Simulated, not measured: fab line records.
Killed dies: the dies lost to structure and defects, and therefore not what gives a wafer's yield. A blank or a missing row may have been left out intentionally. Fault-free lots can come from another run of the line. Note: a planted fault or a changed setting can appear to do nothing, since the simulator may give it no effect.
fab line records	flow sky130
record: lots: 13	wafers: 39	last-day: 50
route steps=708 shown VIA4@650 METAL5@661 PASSIVATION@681 PAD_OPEN@708
lots untouched by any fault: they come from a run of this same line in which no faults occurred
start-h: hours from the record's opening day to when the first of the lot's shown wafers began	wait-h: hours since the lot's step before	" as in the row above	L1.1+2: a row that stands for several wafers	- either no value or no given start	* or withheld: withheld	< > ~ a bound
route shown NAME@n: a module of which the file shows steps, and the number in the route of the first	usual: mean/standard deviation taken from wafers without a fault	same: alike in all rows	chamber/n: place in a boat	sites: the reading at each site	_std_site: the values' standard deviation	_edge_site: mean of outer sites minus mean of inner sites	radius-mm: how far each site lies from the wafer's centre	mask NAME#n: copy n	behind: the most recent tool/chamber to have shaped the wafer	hold: why the lot was held/for how many hours/how that ended	device: whichever transistor did not switch (one of n, p or np)	end of line: the same wafers' tests at the end of the route	a step given without rows: its recipe and nothing more	killed: at the first sort, the dies lost to defects and structure; wafer yield is something else	map: shows each die of a wafer: x if killed, . if not, _ if none is there
set.NAME: the setting that was run; set.NAME@STEP: the one run at that earlier step	model.NAME: the simulator's own value behind a step, which no gauge read
route steps across a sampled set of lots; one table per step, one row per wafer
services: the hour from which a tool's chamber was out of use, counted from the record's first day as start-h (under 0 if before that day), plus the number of hours and why
== steps ==
step: SKY_VIA4_OVL_MEAS_11
usual: VIA4_OVL: -0.4/1.3
lot.wafer	tool	chamber	start-h	wait-h	VIA4_OVL[nm]
L917.1	overlay-01	-	1018.13	0.1	-0.4
L917.3	"	-	"	"	-0.4
L917.5	"	-	"	"	-0.2
L918.1	overlay-02	-	1019.03	0.1	0.3
L918.3	"	-	"	"	0.4
L918.5	"	-	"	"	0.4
L921.2	overlay-02	-	1044.68	0.1	-1.4
L921.3	"	-	"	"	-1.3
L921.4	"	-	"	"	0.4
L922.2	overlay-01	-	1047.38	0.1	2.6
L922.3	"	-	"	"	-0.6
L922.5	"	-	"	"	1.4
L923.3	overlay-02	-	1056.70	0.1	1.9
L923.5	"	-	"	"	2.6
L923.6	"	-	"	"	1.4
L927.1	overlay-01	-	1067.53	0.1	1.7
L927.2	"	-	"	"	1.4
L927.5	"	-	"	"	0.1
L929.2	overlay-02	-	1077.19	0.1	-0.1
L929.3	"	-	"	"	0.1
L929.5	"	-	"	"	0.6
L928.1	overlay-02	-	1080.18	0.1	-1.6
L928.3	"	-	"	"	-2.4
L928.6	"	-	"	"	-1.1
L930.1	overlay-02	-	1083.27	0.1	-0.5
L930.2	"	-	"	"	-0.2
L930.4	"	-	"	"	1.7
L932.1	overlay-02	-	1115.58	0.1	-2.2
L932.2	"	-	"	"	-2.0
L932.4	"	-	"	"	-0.8
L933.1	overlay-01	-	1116.87	0.1	-1.2
L933.3	"	-	"	"	-2.2
L933.6	"	-	"	"	-0.7
L937.2	overlay-01	-	1132.64	0.1	-3.2
L937.3	"	-	"	"	-3.2
L937.4	"	-	"	"	-3.4
L940.2	overlay-02	-	1143.48	0.1	-0.6
L940.5	"	-	"	"	0.5
L940.6	"	-	"	"	-0.4
step: SKY_METAL5_SPUTTER_00
recipe: material: Ti	target-thk-nm: 15	power-w: 3000	time-s: 10	chamber-pressure-pa: 0.4
usual: cathode-dc-power-W: 3000.0/0.57	throttle-valve-pct: 30.4/0.98
lot.wafer	tool	chamber	start-h	wait-h	cathode-dc-power-W	throttle-valve-pct
L917.1	pvd-sputter-03	-	1019.52	0.1	2999.4	31.7
L917.3	"	-	"	"	3000.1	31.8
L917.5	"	-	"	"	3001.1	32.0
L918.1	pvd-sputter-01	-	1020.42	0.2	2999.6	30.3
L918.3	"	-	"	"	3000.9	28.1
L918.5	"	-	"	"	2999.8	28.2
L921.2	pvd-sputter-03	-	1046.07	0.2	2999.2	30.3
L921.3	"	-	"	"	2999.8	31.4
L921.4	"	-	"	"	2999.9	30.4
L922.2	pvd-sputter-01	-	1048.77	0.2	3001.1	30.3
L922.3	"	-	"	"	2999.6	30.3
L922.5	"	-	"	"	2999.1	27.8
L923.3	pvd-sputter-03	-	1058.08	0.2	3000.2	31.8
L923.5	"	-	"	"	2999.6	32.0
L923.6	"	-	"	"	3000.2	30.3
L927.1	pvd-sputter-04	-	1068.97	0.1	2999.7	30.8
L927.2	"	-	"	"	2999.2	29.1
L927.5	"	-	"	"	2999.4	28.6
L929.2	pvd-sputter-03	-	1079.08	0.1	3000.7	31.8
L929.3	"	-	"	"	3000.6	31.2
L929.5	"	-	"	"	3001.0	32.0
L928.1	pvd-sputter-03	-	1081.69	0.1	2999.0	31.3
L928.3	"	-	"	"	3000.1	31.8
L928.6	"	-	"	"	3000.2	30.6
L930.1	pvd-sputter-04	-	1084.71	0.2	2999.7	31.1
L930.2	"	-	"	"	3000.5	28.8
L930.4	"	-	"	"	3000.4	30.8
L932.1	pvd-sputter-03	-	1117.16	0.2	3000.2	30.3
L932.2	"	-	"	"	2999.7	30.5
L932.4	"	-	"	"	2999.4	30.5
L933.1	pvd-sputter-03	-	1118.29	0.2	2999.6	30.5
L933.3	"	-	"	"	2999.3	31.7
L933.6	"	-	"	"	3000.4	30.4
L937.2	pvd-sputter-01	-	1134.22	0.2	2999.5	28.0
L937.3	"	-	"	"	3001.0	30.1
L937.4	"	-	"	"	3000.0	30.7
L940.2	pvd-sputter-04	-	1144.86	0.1	2999.3	29.7
L940.5	"	-	"	"	3000.6	29.3
L940.6	"	-	"	"	3000.5	31.0
step: SKY_PASSIVATION_CVD_00
recipe: material: SiO2	target-thk-nm: 90	temp-c: 400	time-s: withheld	rf-w: 600
usual: heater-power-w: 702/74
lot.wafer	tool	chamber	start-h	wait-h	heater-power-w
L917.1	pecvd-01	1	1042.69	0.0	760
L917.3	"	2	"	"	627
L917.5	"	1	"	"	774
L918.1	pecvd-03	1	1043.78	0.0	552
L918.3	"	2	"	"	799
L918.5	"	0	"	"	677
L921.2	pecvd-03	0	1068.51	0.0	664
L921.3	"	2	"	"	797
L921.4	"	1	"	"	615
L922.2	pecvd-01	2	1069.50	0.0	682
L922.3	"	0	"	"	806
L922.5	"	1	"	"	815
L923.3	pecvd-02	1	1079.55	0.0	659
L923.5	"	1	"	"	685
L923.6	"	2	"	"	737
L927.1	pecvd-02	1	1091.38	0.0	685
L927.2	"	2	"	"	762
L927.5	"	2	"	"	765
L929.2	pecvd-01	0	1100.49	0.0	808
L929.3	"	1	"	"	748
L929.5	"	2	"	"	630
L928.1	pecvd-01	2	1103.86	0.0	668
L928.3	"	1	"	"	795
L928.6	"	1	"	"	819
L930.1	pecvd-01	2	1106.56	0.0	657
L930.2	"	1	"	"	735
L930.4	"	1	"	"	729
L932.1	pecvd-01	2	1137.08	0.0	568
L932.2	"	1	"	"	731
L932.4	"	2	"	"	586
L933.1	pecvd-02	2	1138.62	0.0	704
L933.3	"	0	"	"	681
L933.6	"	1	"	"	735
L937.2	pecvd-01	2	1153.12	0.0	644
L937.3	"	0	"	"	816
L937.4	"	0	"	"	826
L940.2	pecvd-03	1	1163.49	0.0	617
L940.5	"	0	"	"	554
L940.6	"	1	"	"	613
step: SKY_PASSIVATION_THK_MEAS_01
recipe: reads: SiO2_of_PASSIVATION_CVD_00
usual: PASSIVATION_CVD_00_THK: 90.2/1.2
lot.wafer	tool	chamber	start-h	wait-h	PASSIVATION_CVD_00_THK[nm]
L917.1	film-metro-01	-	1042.71	-	89.6
L917.3	"	-	"	"	88.3
L917.5	"	-	"	"	90.4
L918.1	film-metro-02	-	1043.80	-	88.3
L918.3	"	-	"	"	89.2
L918.5	"	-	"	"	92.2
L921.2	film-metro-02	-	1068.55	-	89.0
L921.3	"	-	"	"	89.2
L921.4	"	-	"	"	90.5
L922.2	film-metro-02	-	1069.54	-	89.7
L922.3	"	-	"	"	90.7
L922.5	"	-	"	"	91.3
L923.3	film-metro-01	-	1079.59	-	88.9
L923.5	"	-	"	"	88.5
L923.6	"	-	"	"	89.0
L927.1	film-metro-02	-	1091.40	-	88.0
L927.2	"	-	"	"	87.8
L927.5	"	-	"	"	89.5
L929.2	film-metro-01	-	1100.52	-	89.4
L929.3	"	-	"	"	89.9
L929.5	"	-	"	"	91.0
L928.1	film-metro-02	-	1103.88	-	89.9
L928.3	"	-	"	"	90.8
L928.6	"	-	"	"	91.9
L930.1	film-metro-01	-	1106.58	-	89.9
L930.2	"	-	"	"	89.0
L930.4	"	-	"	"	91.3
L932.1	film-metro-01	-	1137.10	-	90.3
L932.2	"	-	"	"	90.9
L932.4	"	-	"	"	92.5
L933.1	film-metro-01	-	1138.64	-	88.3
L933.3	"	-	"	"	89.2
L933.6	"	-	"	"	90.6
L937.2	film-metro-04	-	1153.15	-	90.6
L937.3	"	-	"	"	90.6
L937.4	"	-	"	"	91.5
L940.2	film-metro-02	-	1163.52	-	88.2
L940.5	"	-	"	"	90.5
L940.6	"	-	"	"	90.7
step: SKY_PAD_OPEN_PROBE_99
usual: defect-limited-yield: 82.3/1.9	killed_at_M0_to_M3: 44/7.3	killed_at_M4_up: 3.4/1.7	killed-at-contacts: 24/5.3	killed-at-front-end: 15/4.1	killed-at-other: 0.4/0.68	killed-dies: 87/9.5	killed-on-rim: 17/3.8	killed-open: 48/7.1	killed-short: 39/5.8	sort_bin_3_pad_short: 0.8/0.39	sort_bin_5_function: 10.4/1.4	sort_bin_6_memory: 6.5/1.1	sort-n-pass: 405/9.5	sort-yield-pct: 82.3/1.9
same: gross-dies: 492	killed-at-back-side: 0	sort_bin_4_leakage[%]: 0	sort_bin_8_speed[%]: 0
lot.wafer	tool	chamber	start-h	wait-h	defect-limited-yield[%]	killed_at_M0_to_M3	killed_at_M4_up	killed-at-contacts	killed-at-front-end	killed-at-other	killed-dies	killed-on-rim	killed-open	killed-short	sort_bin_3_pad_short[%]	sort_bin_5_function[%]	sort_bin_6_memory[%]	sort-n-pass	sort-yield-pct[%]
L917.1	prober-02	-	1088.07	0.1	83.1	48	2	23	10	0	83	15	45	38	0.2	9.1	7.5	409	83.1
L917.3	prober-02	-	1088.17	0.2	79.7	59	3	26	12	0	100	20	59	41	0.6	11.8	7.9	392	79.7
L917.5	prober-02	-	1088.27	0.2	82.3	40	3	25	19	0	87	17	48	39	1.6	10.4	5.7	405	82.3
L918.1	prober-01	-	1088.90	0.1	81.9	45	2	22	20	0	89	13	48	39	1.0	10.4	6.7	403	81.9
L918.3	prober-01	-	1089.00	0.2	81.7	49	3	25	13	0	90	14	47	42	0.8	10.4	7.1	402	81.7
L918.5	prober-01	-	1089.10	0.2	81.9	47	2	28	12	0	89	21	55	32	1.0	11.0	6.1	403	81.9
L921.2	prober-02	-	1112.75	0.1	80.3	46	3	31	17	0	97	28	54	43	1.4	10.8	7.5	395	80.3
L921.3	prober-02	-	1112.80	0.2	82.7	46	3	19	17	0	85	17	42	42	1.0	9.1	7.1	407	82.7
L921.4	prober-02	-	1112.85	0.2	79.9	48	7	23	20	1	99	20	51	45	1.2	11.8	7.1	393	79.9
L922.2	prober-01	-	1114.25	0.1	81.7	47	2	21	20	0	90	25	48	41	1.4	11.2	5.7	402	81.7
L922.3	prober-01	-	1114.30	0.2	83.5	44	3	20	14	0	81	16	44	37	0.4	8.5	7.5	411	83.5
L922.5	prober-01	-	1114.40	0.2	85.6	37	1	16	17	0	71	14	37	32	0.4	8.5	5.5	421	85.6
L923.3	prober-01	-	1123.94	0.2	84.3	33	2	23	15	4	77	15	40	32	0.8	10.0	4.9	415	84.3
L923.5	prober-01	-	1124.04	0.2	82.7	51	4	16	13	1	85	18	45	38	0.8	11.2	5.3	407	82.7
L923.6	prober-01	-	1124.09	0.2	82.9	43	3	18	20	0	84	17	44	40	1.0	9.6	6.5	408	82.9
L927.1	prober-02	-	1135.04	0.1	87.4	25	5	23	9	0	62	18	30	32	0.6	8.7	3.3	430	87.4
L927.2	prober-02	-	1135.09	0.1	83.9	48	2	16	13	0	79	15	47	32	0.6	10.8	4.7	413	83.9
L927.5	prober-02	-	1135.24	0.2	80.7	44	8	29	14	0	95	12	38	57	1.0	10.8	7.5	397	80.7
L929.3	prober-01	-	1142.84	0.2	80.3	51	4	28	14	0	97	21	52	45	1.8	10.4	7.5	395	80.3
L929.5	prober-01	-	1142.94	0.2	80.9	50	2	26	15	1	94	11	53	39	0.4	9.8	8.9	398	80.9
L928.1	prober-02	-	1144.34	0.1	84.1	37	4	23	13	1	78	16	39	38	0.6	9.3	5.9	414	84.1
L928.3	prober-02	-	1144.44	0.2	85.0	39	4	14	16	1	74	11	36	38	1.4	9.8	3.9	418	85.0
L928.6	prober-02	-	1144.59	0.2	82.7	46	4	19	16	0	85	14	45	38	0.4	7.9	8.9	407	82.7
L930.1	prober-01	-	1147.59	0.1	82.1	41	2	32	13	0	88	19	48	40	0.6	10.4	6.9	404	82.1
L930.2	prober-01	-	1147.64	0.1	83.1	35	6	30	12	0	83	9	37	46	1.0	10.2	5.7	409	83.1
L930.4	prober-01	-	1147.74	0.2	81.3	48	3	22	19	0	92	14	44	47	0.8	11.4	6.5	400	81.3
L932.1	prober-01	-	1175.14	0.1	70.7	42	5	26	13	58	144	19	44	40	3.9	18.9	6.5	348	70.7
L932.2	prober-01	-	1175.19	0.1	78.7	38	2	27	13	25	105	23	47	32	1.6	12.6	7.1	387	78.7
L932.4	prober-01	-	1175.29	0.2	69.7	50	3	22	14	60	149	22	50	39	2.8	20.1	7.3	343	69.7
L933.1	prober-02	-	1177.34	0.1	85.0	38	1	23	12	0	74	11	40	34	1.0	7.5	6.5	418	85.0
L933.3	prober-02	-	1177.44	0.2	85.2	37	3	15	18	0	73	14	38	34	0.6	8.9	5.3	419	85.2
L933.6	prober-02	-	1177.59	0.2	79.9	43	3	29	24	0	99	16	59	39	1.6	10.4	8.1	393	79.9
L937.2	prober-02	-	1190.44	0.1	74.0	28	5	14	15	66	128	18	32	30	3.7	16.9	5.5	364	74.0
L937.3	prober-02	-	1190.49	0.2	77.8	46	2	25	11	25	109	28	53	30	0.8	14.6	6.7	383	77.8
L937.4	prober-02	-	1190.54	0.2	78.3	36	2	32	9	28	107	25	44	34	2.0	14.6	5.1	385	78.3
L940.2	prober-01	-	1198.70	0.1	85.6	37	5	21	8	0	71	15	40	31	0.8	8.1	5.5	421	85.6
L940.5	prober-01	-	1198.85	0.2	81.9	52	1	21	15	0	89	14	64	25	0	12.0	6.1	403	81.9
L940.6	prober-01	-	1198.90	0.2	81.7	52	3	22	13	0	90	19	54	36	0.6	10.4	7.3	402	81.7
killed by level:class
L917.1 VIA3:geometric-particle:open=10 VIA1:geometric-particle:open=9 CONTACT:geometric-particle:open=8 VIA2:geometric-particle:open=8 FIELD_ISO:geometric-particle:short=6 LI_CONTACT:geometric-particle:open=5 VIA1:geometric-particle:short=5 VIA2:geometric-particle:short=5
L917.3 VIA1:geometric-particle:open=15 VIA3:geometric-particle:open=10 LI_CONTACT:geometric-particle:open=8 VIA2:geometric-particle:open=7 CONTACT:geometric-particle:short=6 METAL2:geometric-particle:short=6 CONTACT:geometric-particle:open=5 METAL1:geometric-particle:short=5
L917.5 CONTACT:geometric-particle:open=11 VIA3:geometric-particle:open=8 METAL2:geometric-particle:short=7 FIELD_ISO:geometric-particle:short=6 VIA1:geometric-particle:open=6 LI_CONTACT:geometric-particle:open=5 CONTACT:geometric-particle:short=5 METAL1:geometric-particle:short=5
L918.1 VIA1:geometric-particle:open=12 VIA3:geometric-particle:open=9 CONTACT:geometric-particle:open=8 VIA2:geometric-particle:open=8 FIELD_ISO:geometric-particle:short=7 METAL1:geometric-particle:short=7 POLY_GATE:geometric-particle:short=5 LI_CONTACT:geometric-particle:open=5
L918.3 VIA1:geometric-particle:open=10 VIA3:geometric-particle:open=9 CONTACT:geometric-particle:open=8 VIA2:geometric-particle:open=6 LI_CONTACT:geometric-particle:open=5 LOCAL_INTERCONNECT:geometric-particle:short=5 CONTACT:geometric-particle:short=5 METAL2:geometric-particle:short=5
L918.5 CONTACT:geometric-particle:open=15 VIA2:geometric-particle:open=10 VIA3:geometric-particle:open=9 VIA1:geometric-particle:open=8 LI_CONTACT:geometric-particle:open=5 METAL3:geometric-particle:short=5 CONTACT:geometric-particle:short=4 METAL2:geometric-particle:short=4
L921.2 CONTACT:geometric-particle:open=11 LI_CONTACT:geometric-particle:open=10 VIA2:geometric-particle:open=9 VIA1:geometric-particle:short=8 VIA1:geometric-particle:open=7 METAL2:geometric-particle:short=6 FIELD_ISO:geometric-particle:short=5 POLY_GATE:geometric-particle:open=5
L921.3 CONTACT:geometric-particle:open=11 VIA1:geometric-particle:open=10 VIA1:geometric-particle:short=9 FIELD_ISO:geometric-particle:open=6 METAL1:geometric-particle:short=6 FIELD_ISO:geometric-particle:short=5 METAL2:geometric-particle:short=5 POLY_GATE:geometric-particle:short=3
L921.4 METAL1:geometric-particle:short=9 VIA2:geometric-particle:open=8 VIA1:geometric-particle:open=8 LI_CONTACT:geometric-particle:open=7 CONTACT:geometric-particle:open=7 FIELD_ISO:geometric-particle:open=5 POLY_GATE:geometric-particle:short=5 VIA3:geometric-particle:open=5
L922.2 VIA1:geometric-particle:open=13 VIA2:geometric-particle:open=7 LI_CONTACT:geometric-particle:open=6 VIA3:geometric-particle:open=6 FIELD_ISO:geometric-particle:short=4 VIA1:geometric-particle:short=4 POLY_GATE:geometric-particle:open=4 CONTACT:geometric-particle:short=4
L922.3 VIA1:geometric-particle:open=12 CONTACT:geometric-particle:open=9 VIA1:geometric-particle:short=6 VIA2:geometric-particle:short=6 VIA3:geometric-particle:open=5 POLY_GATE:geometric-particle:open=4 CONTACT:geometric-particle:short=4 METAL1:geometric-particle:short=4
L922.5 VIA3:geometric-particle:open=8 METAL3:geometric-particle:short=7 VIA1:geometric-particle:open=6 VIA2:geometric-particle:open=5 FIELD_ISO:geometric-particle:open=4 FIELD_ISO:geometric-particle:short=4 POLY_GATE:geometric-particle:short=4 LI_CONTACT:geometric-particle:open=4
L923.3 CONTACT:geometric-particle:open=12 VIA1:geometric-particle:open=9 VIA2:geometric-particle:open=7 FIELD_ISO:geometric-particle:short=4 LI_CONTACT:geometric-particle:open=4 METAL1:geometric-particle:short=4 PASSIVATION:coat-microbubble-printed=4 CONTACT:geometric-particle:short=3
L923.5 VIA1:geometric-particle:open=11 VIA1:geometric-particle:short=8 METAL1:geometric-particle:short=8 METAL2:geometric-particle:short=7 VIA2:geometric-particle:open=7 LI_CONTACT:geometric-particle:open=6 CONTACT:geometric-particle:open=6 VIA3:geometric-particle:open=6
L923.6 VIA1:geometric-particle:open=10 VIA1:geometric-particle:short=7 POLY_GATE:geometric-particle:short=6 LI_CONTACT:geometric-particle:open=6 CONTACT:geometric-particle:short=5 METAL1:geometric-particle:short=5 VIA3:geometric-particle:open=5 FIELD_ISO:geometric-particle:short=3
L927.1 LI_CONTACT:geometric-particle:open=8 LOCAL_INTERCONNECT:geometric-particle:short=6 VIA1:geometric-particle:short=5 VIA1:geometric-particle:open=4 CONTACT:geometric-particle:short=4 CONTACT:geometric-particle:open=4 FIELD_ISO:geometric-particle:open=3 METAL2:geometric-particle:short=3
L927.2 VIA2:geometric-particle:open=13 CONTACT:geometric-particle:open=7 VIA1:geometric-particle:open=7 METAL1:geometric-particle:short=6 VIA3:geometric-particle:open=5 POLY_GATE:geometric-particle:short=4 VIA3:geometric-particle:short=4 METAL2:geometric-particle:short=4
L927.5 METAL2:geometric-particle:short=8 VIA3:geometric-particle:open=8 CONTACT:geometric-particle:open=7 CONTACT:geometric-particle:short=7 FIELD_ISO:geometric-particle:short=6 LOCAL_INTERCONNECT:geometric-particle:short=6 VIA1:geometric-particle:short=6 METAL4:geometric-particle:short=6
L929.3 VIA1:geometric-particle:open=10 CONTACT:geometric-particle:open=9 VIA1:geometric-particle:short=9 VIA2:geometric-particle:open=7 LI_CONTACT:geometric-particle:open=7 FIELD_ISO:geometric-particle:short=6 METAL2:geometric-particle:short=6 LI_CONTACT:geometric-particle:short=5
L929.5 CONTACT:geometric-particle:open=10 METAL1:geometric-particle:short=10 VIA1:geometric-particle:open=10 LI_CONTACT:geometric-particle:open=8 VIA2:geometric-particle:open=7 VIA3:geometric-particle:open=6 METAL2:geometric-particle:short=5 FIELD_ISO:geometric-particle:short=4
L928.1 METAL2:geometric-particle:short=10 CONTACT:geometric-particle:open=8 VIA3:geometric-particle:open=8 VIA1:geometric-particle:open=6 LI_CONTACT:geometric-particle:short=5 LI_CONTACT:geometric-particle:open=5 FIELD_ISO:geometric-particle:open=4 METAL1:geometric-particle:short=3
L928.3 VIA1:geometric-particle:open=9 VIA1:geometric-particle:short=6 VIA3:geometric-particle:open=6 FIELD_ISO:geometric-particle:open=5 VIA2:geometric-particle:short=5 POLY_GATE:geometric-particle:short=4 CONTACT:geometric-particle:open=4 METAL4:geometric-particle:short=4
L928.6 VIA1:geometric-particle:open=14 CONTACT:geometric-particle:open=9 METAL1:geometric-particle:short=7 VIA3:geometric-particle:open=6 VIA2:geometric-particle:open=4 METAL3:geometric-particle:short=4 FIELD_ISO:geometric-particle:short=3 POLY_GATE:geometric-particle:short=3
L930.1 LI_CONTACT:geometric-particle:open=11 VIA3:geometric-particle:open=8 LI_CONTACT:geometric-particle:short=7 CONTACT:geometric-particle:open=7 METAL1:geometric-particle:short=7 VIA1:geometric-particle:open=5 VIA3:geometric-particle:short=5 FIELD_ISO:geometric-particle:short=4
L930.2 LI_CONTACT:geometric-particle:open=9 METAL1:geometric-particle:short=7 LI_CONTACT:geometric-particle:short=6 CONTACT:geometric-particle:open=6 VIA1:geometric-particle:open=6 METAL4:geometric-particle:short=6 VIA1:geometric-particle:short=5 FIELD_ISO:geometric-particle:short=4
L930.4 VIA2:geometric-particle:open=13 METAL1:geometric-particle:short=9 VIA1:geometric-particle:open=9 FIELD_ISO:geometric-particle:short=7 CONTACT:geometric-particle:short=7 CONTACT:geometric-particle:open=6 LI_CONTACT:geometric-particle:open=5 VIA3:geometric-particle:open=5
L932.1 PASSIVATION:unspecified=58 LI_CONTACT:geometric-particle:open=9 CONTACT:geometric-particle:open=9 METAL1:geometric-particle:short=8 VIA1:geometric-particle:open=8 VIA3:geometric-particle:open=7 VIA2:geometric-particle:open=5 LOCAL_INTERCONNECT:geometric-particle:short=5
L932.2 PASSIVATION:unspecified=25 CONTACT:geometric-particle:open=9 VIA1:geometric-particle:open=9 LI_CONTACT:geometric-particle:open=7 METAL1:geometric-particle:open=4 LI_CONTACT:geometric-particle:short=4 METAL1:geometric-particle:short=4 VIA3:geometric-particle:open=4
L932.4 PASSIVATION:unspecified=60 VIA1:geometric-particle:open=13 VIA2:geometric-particle:open=11 POLY_GATE:geometric-particle:open=6 LI_CONTACT:geometric-particle:open=6 LI_CONTACT:geometric-particle:short=5 METAL1:geometric-particle:short=5 METAL2:geometric-particle:short=5
L933.1 VIA1:geometric-particle:open=8 METAL1:geometric-particle:short=7 CONTACT:geometric-particle:open=7 FIELD_ISO:geometric-particle:short=6 LI_CONTACT:geometric-particle:open=6 VIA2:geometric-particle:open=6 FIELD_ISO:geometric-particle:open=3 POLY_GATE:geometric-particle:open=3
L933.3 VIA1:geometric-particle:open=7 VIA3:geometric-particle:open=7 LI_CONTACT:geometric-particle:open=6 VIA2:geometric-particle:short=6 FIELD_ISO:geometric-particle:short=5 CONTACT:geometric-particle:open=5 FIELD_ISO:geometric-particle:open=4 METAL1:geometric-particle:short=4
L933.6 LI_CONTACT:geometric-particle:open=12 VIA1:geometric-particle:open=11 VIA2:geometric-particle:open=10 POLY_GATE:geometric-particle:open=8 CONTACT:geometric-particle:short=7 FIELD_ISO:geometric-particle:open=5 METAL2:geometric-particle:open=5 METAL3:geometric-particle:short=5
L937.2 PASSIVATION:unspecified=66 FIELD_ISO:geometric-particle:open=5 VIA1:geometric-particle:open=5 CONTACT:geometric-particle:open=4 METAL1:geometric-particle:short=4 VIA3:geometric-particle:open=4 POLY_GATE:geometric-particle:open=3 POLY_GATE:geometric-particle:short=3
L937.3 PASSIVATION:unspecified=24 CONTACT:geometric-particle:open=11 LI_CONTACT:geometric-particle:open=8 VIA1:geometric-particle:open=7 VIA1:geometric-particle:short=7 VIA2:geometric-particle:open=6 VIA3:geometric-particle:open=6 FIELD_ISO:geometric-particle:open=5
L937.4 PASSIVATION:unspecified=28 CONTACT:geometric-particle:open=14 VIA1:geometric-particle:open=9 METAL1:geometric-particle:short=7 LI_CONTACT:geometric-particle:open=6 CONTACT:geometric-particle:short=6 VIA1:geometric-particle:short=5 VIA3:geometric-particle:open=5
L940.2 CONTACT:geometric-particle:short=7 VIA1:geometric-particle:open=7 LI_CONTACT:geometric-particle:open=6 METAL2:geometric-particle:short=6 VIA3:geometric-particle:open=6 CONTACT:geometric-particle:open=5 VIA2:geometric-particle:open=5 VIA2:geometric-particle:short=4
L940.5 VIA1:geometric-particle:open=16 LI_CONTACT:geometric-particle:open=11 VIA3:geometric-particle:open=11 CONTACT:geometric-particle:open=7 VIA2:geometric-particle:open=5 METAL2:geometric-particle:open=4 FIELD_ISO:geometric-particle:short=3 VIA3:geometric-particle:short=3
L940.6 VIA1:geometric-particle:open=11 CONTACT:geometric-particle:open=8 VIA3:geometric-particle:open=8 VIA2:geometric-particle:open=8 VIA1:geometric-particle:short=7 LI_CONTACT:geometric-particle:open=6 METAL2:geometric-particle:short=5 CONTACT:geometric-particle:short=4
== services ==
tool	chamber	start-h	hours	kind
pecvd-01	1	999.38	-	clean
pecvd-01	1	999.38	-	consumable-replace:showerhead
pecvd-01	1	999.38	29.0	scheduled-down
pecvd-01	1	999.38	29.0	vent-cycle
pvd-sputter-04	-	1008.90	15.0	repair
pvd-sputter-01	-	1022.13	26.5	repair
pecvd-02	2	1030.34	5.7	repair
pvd-sputter-01	-	1033.99	4.3	repair
pvd-sputter-03	0	1046.24	-	consumable-replace:kit
pvd-sputter-03	0	1046.24	18.0	scheduled-down
pvd-sputter-03	0	1046.24	18.0	vent-cycle
pecvd-02	1	1056.76	4.8	repair
pecvd-03	0	1065.61	2.1	scheduled-down
pecvd-01	-	1078.51	1.4	repair
pecvd-02	0	1079.39	2.1	scheduled-down
pvd-sputter-01	-	1085.36	3.9	repair
pecvd-03	2	1097.16	5.5	scheduled-down
pvd-sputter-03	3	1105.96	-	consumable-replace:kit
pvd-sputter-03	3	1105.96	18.0	scheduled-down
pvd-sputter-03	3	1105.96	18.0	vent-cycle
pvd-sputter-01	3	1112.08	-	consumable-replace:kit
pvd-sputter-01	3	1112.08	18.0	scheduled-down
pvd-sputter-01	3	1112.08	18.0	vent-cycle
pecvd-02	1	1114.93	5.0	scheduled-down
== key ==
first-sign: step: SKY_PAD_OPEN_PROBE_99	reading: killed-at-other	direction: up	sigmas: 43	usual: 0.4	struck: 43.7
effect: step: SKY_PAD_OPEN_PROBE_99	reading: sort_bin_5_function	direction: up	sigmas: 4.2	usual: 10.4	struck: 16.3	wafers-moved: 5
met-at SKY_PASSIVATION_CVD_00
struck-lots L932,L937
not-acting-at SKY_VIA4_OVL_MEAS_11,SKY_METAL5_SPUTTER_00,SKY_PASSIVATION_THK_MEAS_01
onset-between 1106.56 1137.08
fault: kind: chamber-particle-source	tool: pecvd-01	chamber: -	onset-h: 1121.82	steps: SKY_PASSIVATION_CVD_00	rate-per-visit-cm2: 1.2745	end-h: 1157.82
